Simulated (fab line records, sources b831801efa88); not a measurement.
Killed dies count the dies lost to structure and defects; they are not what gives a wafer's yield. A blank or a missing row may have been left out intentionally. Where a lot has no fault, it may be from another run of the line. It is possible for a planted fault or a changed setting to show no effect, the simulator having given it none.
The tool behind it: which one? -- flow sky130 -- 10 lots, 30 wafers sampled, at 7 steps of a route of 708

WHAT THE GAUGES SHOWED, per wafer
SKY_LOCAL_INTERCONNECT_RS_MEAS_01: measures by four-point-probe.
lot,measured,on,LOCAL_INTERCONNECT_TIN_RS (ohm/sq)
L244,day 30 06:42,filmMetro-01,13.92 14.10 13.95
L246,day 30 23:41,filmMetro-01,14.10 13.93 13.97
L247,day 31 07:12,filmMetro-03,14.03 14.07 14.10
L249,day 31 13:07,filmMetro-01,14.24 14.03 14.16
L252,day 32 08:06,filmMetro-01,13.90 13.89 13.97
L256,day 33 20:10,filmMetro-01,20.04 14.28 20.38 20.05 14.26 20.36
L257,day 34 00:22,filmMetro-03,20.56 14.12 14.18 20.56 14.14 14.20
L258,day 34 10:50,filmMetro-01,14.12 14.04 13.86
L261,day 35 10:53,filmMetro-03,14.13 14.10 14.22
L265,day 36 12:46,filmMetro-03,13.85 13.96 14.16

SKY_LOCAL_INTERCONNECT_THK_MEAS_02: measures by xrf.
lot,measured,on,LOCAL_INTERCONNECT_TIN_THK (nm)
L244,day 30 06:48,filmMetro-01,99.1 98.6 99.5
L246,day 30 23:49,filmMetro-01,98.5 99.1 99.2
L247,day 31 07:18,filmMetro-03,97.5 97.4 96.9
L249,day 31 13:14,filmMetro-01,97.1 98.0 97.2
L252,day 32 08:13,filmMetro-01,99.5 99.5 98.5
L256,day 33 21:50,filmMetro-01,70.2 97.1 69.3 69.9 96.9 69.3
L257,day 34 07:58,filmMetro-03,67.4 96.8 96.3 67.3 96.5 96.5
L258,day 34 10:58,filmMetro-01,97.6 98.3 99.8
L261,day 35 10:59,filmMetro-03,96.9 97.3 96.6
L265,day 36 12:53,filmMetro-03,99.2 98.5 97.4

SKY_LOCAL_INTERCONNECT_OVL_MEAS_12.
lot,measured,on,LOCAL_INTERCONNECT_OVL (nm)
L244,day 31 11:09,overlay-01,6 -5 -3
L246,day 32 03:41,overlay-01,8 6 2
L247,day 32 10:25,overlay-01,-7 1 -3
L249,day 32 16:33,overlay-01,-3 5 3
L252,day 33 11:10,overlay-01,6 -1 -5
L256,day 34 23:14,overlay-01,-2 4 -3
L257,day 35 03:38,overlay-01,-8 -7 -1
L258,day 35 13:25,overlay-01,1 1 1
L261,day 36 13:01,overlay-02,1 1 0
L265,day 37 15:10,overlay-02,3 2 7

SKY_CONTACT_THK_MEAS_01.
lot,measured,on,CONTACT_CVD_00_THK (nm)
L244,day 31 12:04,filmMetro-01,75.2 77.0 76.7
L246,day 32 04:52,filmMetro-01,75.1 74.2 76.3
L247,day 32 11:18,filmMetro-01,73.8 75.9 75.5
L249,day 32 17:28,filmMetro-03,75.9 73.1 75.6
L252,day 33 11:56,filmMetro-03,74.6 75.5 76.3
L256,day 35 00:04,filmMetro-01,73.6 75.2 75.0
L257,day 35 04:55,filmMetro-01,72.9 73.5 73.2
L258,day 35 14:17,filmMetro-02,73.8 73.9 74.5
L261,day 36 13:49,filmMetro-02,74.9 76.4 77.3
L265,day 37 15:56,filmMetro-02,73.6 75.1 75.5

EACH LOT AND THE TOOL THAT RAN IT (in order: tool; ch and the chambers of the sampled wafers; start)
lot,SKY_LI_CONTACT_ETCH_15,SKY_LOCAL_INTERCONNECT_SPUTTER_00,SKY_LOCAL_INTERCONNECT_METAL_ETCH_14
L244,"rieDiel-01 ch 0,1,3, day 30 05:28","pvdSputter-01, day 30 06:36","rieMetal-04 ch 0,1, day 31 11:16"
L246,"rieDiel-01 ch 0,1,2, day 30 22:31","pvdSputter-03, day 30 23:38","rieMetal-04 ch 0,1, day 32 03:47"
L247,"rieDiel-01 ch 0,2,3, day 31 05:58","pvdSputter-01, day 31 07:05","rieMetal-03 ch 0,1, day 32 10:32"
L249,"rieDiel-03 ch 2,3, day 31 11:55","pvdSputter-01, day 31 13:02","rieMetal-03 ch 1, day 32 16:43"
L252,"rieDiel-03 ch 1,2,3, day 32 06:52","pvdSputter-01, day 32 08:01","rieMetal-02 ch 0,1, day 33 11:16"
L256,"rieDiel-01 ch 0,3, day 33 18:56","pvdSputter-01, day 33 20:05","rieMetal-02 ch 0,1, day 34 23:20"
L257,"rieDiel-03 ch 1,2,3, day 33 23:10","pvdSputter-01, day 34 00:18","rieMetal-03 ch 0,1, day 35 03:44"
L258,"rieDiel-03 ch 1,2, day 34 09:40","pvdSputter-03, day 34 10:47","rieMetal-04 ch 0,1, day 35 13:31"
L261,"rieDiel-01 ch 0,3, day 35 09:40","pvdSputter-03, day 35 10:47","rieMetal-04 ch 0,1, day 36 13:08"
L265,"rieDiel-04 ch 0,1, day 36 11:34","pvdSputter-03, day 36 12:42","rieMetal-02 ch 0,1, day 37 15:16"
- SKY_LI_CONTACT_ETCH_15: etches PSG in C4F8/O2/Ar, stops on Si, target depth 600 nm.
- SKY_LOCAL_INTERCONNECT_SPUTTER_00: material TiN, target thk 100 nm, time 83.3 s.
- SKY_LOCAL_INTERCONNECT_METAL_ETCH_14: etches TiN in Cl2/BCl3, stops on PSG, target depth 110 nm, time 31.4 s.

WHAT THE TOOLS THEMSELVES READ (means of the sampled wafers that have a number; where no wafer has one, the mark that the record gives instead)
SKY_LI_CONTACT_ETCH_15.
lot,tool,oesProductAu (a.u.)
L244,rieDiel-01,0.845
L246,rieDiel-01,0.839
L247,rieDiel-01,0.834
L249,rieDiel-03,0.843
L252,rieDiel-03,0.837
L256,rieDiel-01,0.834
L257,rieDiel-03,0.838
L258,rieDiel-03,0.837
L261,rieDiel-01,0.833
L265,rieDiel-04,0.836

SKY_LOCAL_INTERCONNECT_SPUTTER_00.
lot,tool,throttleValvePct (%)
L244,pvdSputter-01,30.6
L246,pvdSputter-03,29.8
L247,pvdSputter-01,28.8
L249,pvdSputter-01,28.8
L252,pvdSputter-01,28.7
L256,pvdSputter-01,29.7
L257,pvdSputter-01,29.9
L258,pvdSputter-03,29.7
L261,pvdSputter-03,30.0
L265,pvdSputter-03,29.7

SKY_LOCAL_INTERCONNECT_METAL_ETCH_14.
lot,tool,bcl3FlowSccm (sccm),drypumpMotorCurrentA (A),oesProductAu (a.u.),throttleValvePct (%)
L244,rieMetal-04,29.90,5.5,0.949,21.896
L246,rieMetal-04,29.96,5.5,0.949,21.894
L247,rieMetal-03,30.01,6.3,0.945,21.906
L249,rieMetal-03,29.98,6.0,0.940,21.902
L252,rieMetal-02,29.96,5.6,0.951,21.899
L256,rieMetal-02,29.97,5.5,0.837,21.972
L257,rieMetal-03,30.02,6.3,0.885,21.939
L258,rieMetal-04,29.90,5.5,0.945,21.887
L261,rieMetal-04,29.92,5.5,0.939,21.897
L265,rieMetal-02,29.92,5.6,0.947,21.889

THE ANSWER, worked out from the rows above alone
Rule: what is usual is taken from the lots themselves. Put in order of their means at a reading, lots are off if they are a third of the lots or fewer, leave a main group of 4 or more, and stand apart from it by a gap of 3 or more times the standard deviation of the main group's means; of several such gaps the widest counts. A main group whose means are all the same, to the digits that the tables above print for the reading, isn't used. A lot without any number at a reading at which 4 lots or more have one is off too. All remaining lots with rows at the step are treated as sound. Order of review: gauges by route order, followed by the tools' own readings, for which a lot's mean as printed above is used. The first step at which some lot is off is used, and at that step the reading that is off furthest; a lot without a number counts as furthest.
Off: at SKY_LOCAL_INTERCONNECT_RS_MEAS_01 (LOCAL_INTERCONNECT_TIN_RS), L256, L257. The main group has a mean of 14.03 ohm/sq with a standard deviation of 0.075.
A tool fits if, at a process step before that reading, it ran every lot that is off, and no sound lot after the first of them. The gauges at SKY_LOCAL_INTERCONNECT_RS_MEAS_01 aren't tried: what is off there is off at SKY_LOCAL_INTERCONNECT_METAL_ETCH_14 too, on other tools, and a gauge's error can't cause that. One fits: SKY_LOCAL_INTERCONNECT_SPUTTER_00 on pvdSputter-01. A fault onset in the window from L252 (day 32 08:01, its last sound lot) to L256 (day 33 20:05, its first lot off) fits.

WHAT HAD BEEN PUT IN BY THE SIMULATOR
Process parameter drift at SKY_LOCAL_INTERCONNECT_SPUTTER_00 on pvdSputter-01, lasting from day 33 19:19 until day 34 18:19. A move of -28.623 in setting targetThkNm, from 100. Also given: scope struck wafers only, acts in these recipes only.
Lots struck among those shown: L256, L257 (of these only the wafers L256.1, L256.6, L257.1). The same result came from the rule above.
